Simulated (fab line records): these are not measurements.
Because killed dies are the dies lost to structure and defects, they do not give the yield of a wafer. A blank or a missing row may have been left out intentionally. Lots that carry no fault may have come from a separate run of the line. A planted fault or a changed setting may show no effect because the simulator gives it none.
Which of the tools did it? ; flow sky130 ; 6 lots, 18 wafers sampled, at 3 steps of a route of 708

WHAT THE GAUGES READ, wafer by wafer
SKY_LI_CONTACT_CD_MEAS_12: the cd target is 170 nm.
lot;measured;on;cd_nm (nm)
L337;day 29 03:05;cd_sem-02;169.6 168.3 168.2
L342;day 31 02:24;cd_sem-02;169.4 169.5 169.4
L352;day 34 21:56;cd_sem-02;169.8 170.0 169.6
L355;day 35 16:41;cd_sem-02;169.6 170.3 170.8
L357;day 35 23:41;cd_sem-01;170.2 170.9 170.6
L359;day 36 16:12;cd_sem-01;171.4 173.3 171.9

TOOL THAT RAN EACH LOT (tool first, then ch and the chambers of the sampled wafers, then the start)
lot;SKY_POLY_CUT_ETCH_11;SKY_LI_CONTACT_CMP_02
L337;rie_diel-04 ch 0,3, day 24 02:50;cmp-02 ch 0,1,2, day 27 22:28
L342;rie_diel-04 ch 0,2,3, day 26 07:37;cmp-01 ch 0,1,3, day 29 22:16
L352;rie_diel-04 ch 1,2, day 30 07:02;cmp-01 ch 0,1,2, day 33 18:04
L355;rie_diel-02 ch 0,3, day 31 01:41;cmp-01 ch 2,3, day 34 13:13
L357;rie_diel-04 ch 0,2,3, day 31 09:57;cmp-02 ch 0,1,2, day 34 21:20
L359;rie_diel-04 ch 1,2,3, day 32 03:50;cmp-02 ch 0,1,3, day 35 14:20
- SKY_POLY_CUT_ETCH_11: etches Si3N4 in CF4/CH2F2/Ar, stops on poly-Si, time 42.5 s, target depth 60 nm.
- SKY_LI_CONTACT_CMP_02: polishes PSG.

THE ANSWER, worked out from the rows above alone
Rule: what is usual is taken from the lots themselves. Put in order of their means at a reading, lots are off if they are a third of the lots or fewer, leave a main group of 4 or more, and stand apart from it by a gap of 3 or more times the standard deviation of the main group's means; of several such gaps the widest counts. A main group whose means are all the same, to the digits that the tables above print for the reading, isn't used. Also off: a lot with no number at a reading for which 4 or more lots have one. Where the step has rows for the other lots, those lots are counted as sound.
No lot is off at any reading shown: from this, nothing can be told.

WHAT HAD BEEN PUT IN BY THE SIMULATOR
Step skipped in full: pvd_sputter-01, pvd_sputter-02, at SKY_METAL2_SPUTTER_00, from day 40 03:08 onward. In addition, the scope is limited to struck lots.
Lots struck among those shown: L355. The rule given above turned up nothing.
